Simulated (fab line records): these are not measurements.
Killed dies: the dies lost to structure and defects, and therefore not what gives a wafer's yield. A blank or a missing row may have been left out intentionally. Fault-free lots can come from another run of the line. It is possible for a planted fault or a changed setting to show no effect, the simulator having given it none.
Problem report, 8D (eight disciplines) form, completed by code    flow gf180mcu    the parts of the form that need people (team, actions taken, sign-off) are left out

== 1. THE PROBLEM ==
chamber pressure Torr at GF_V4_CVD_23 reads a mean of 38.47 Torr on 3 wafers of 2 lots; wafers without a fault read 40.00 Torr with a standard deviation of 0.086. That puts it -18 standard deviations away from the usual mean.
The step: deposits W, target thk 350 nm, time 104.9 s.
First observed at day 25 16:46: wafer L540.4, on cvd w-02. The record holds 18 wafers of 6 lots with a number at this step. Rule for "out", or "out of limits": more than 4 standard deviations from the usual mean. The other wafers with a number count as sound.

== 2. WHAT THIS IS AND IS NOT ==
question                     is                      is not
which readings at this step  chamber pressure Torr   heater power outer w, heater power w
which lots                   L540, L543              L551, L553, L555, L560
which wafers of those lots   L540.4, L540.6, L543.4  L540.2, L543.1, L543.3
read on which tools          cvd w-02                cvd w-01
when                         from day 25 16:46       up to then (1 sound wafer); but 14 sound wafers of L543, L551, L553, L555, L560 came after

== 3. THE SUSPECTS, EACH WITH WHAT RULES IT OUT ==
Counting: any tool at a process step up to the reading remains a suspect provided it ran every lot that is out. Sound lots after the first of them don't rule it out here, since some wafers of a struck lot are sound.
- rie diel-01 at GF_V4_ETCH_16 (etches BARC in N2/H2): kept. It ran every lot that is out, first L540 (day 25 16:00).
- rie diel-01 at GF_V4_ETCH_17 (etches SiO2 in C4F8/O2/Ar, stops on TiN, target depth 630 nm): kept. It ran every lot that is out, first L540 (day 25 16:08). Because GF_V4_ETCH_17 lacks a start for some lots, the hours and order of its lots are taken from GF_V4_STRIP_18.
- cvd w-02 at GF_V4_CVD_23 (deposits W, target thk 350 nm, time 104.9 s): kept. It ran every lot that is out, first L540 (day 25 16:46). Its own readings are out on those wafers: chamber pressure Torr.
- Within cvd w-02 at GF_V4_CVD_23, the wafers that are out were processed in chamber 1 and their sound lot-mates in chamber 0.
Still standing after the count: rie diel-01 at GF_V4_ETCH_16, rie diel-01 at GF_V4_ETCH_17, cvd w-02 at GF_V4_CVD_23.

== 4. THE CAUSE (what the simulator had put in) ==
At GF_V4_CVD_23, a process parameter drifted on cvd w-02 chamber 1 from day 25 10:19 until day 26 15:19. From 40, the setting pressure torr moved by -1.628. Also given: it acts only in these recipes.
Counting leaves 3 suspects; this tool is one of them.

== 5. SEQUENCE OF EFFECTS, ordered by route ==
One row per reading whose mean, taken over the struck wafers that have a number, lies over 3 standard deviations from the usual. Scope: only readings with a usual standard deviation given in the record; hours: median across lots of the time from each lot's start at the first step in this table that gives one to its start at this step; sigmas: change in usual standard deviations.
hours  step          reading                usual       on struck wafers  change  sigmas
0      GF_V4_CVD_23  chamber pressure Torr  40.00 Torr  38.47             -1.53   -18
Its process steps:
- GF_V4_CVD_23: deposits W, target thk 350 nm, time 104.9 s.
At these later measuring or inspecting steps, every struck wafer for which the step has a row has a number for every such reading, and none has moved that far: GF_V4_RS_MEAS_24.

== 6. HOW IT WOULD HAVE BEEN CAUGHT EARLIER ==
The fault began at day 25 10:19; the first out-of-limits reading in this record came at day 25 16:46, 6 hours later.
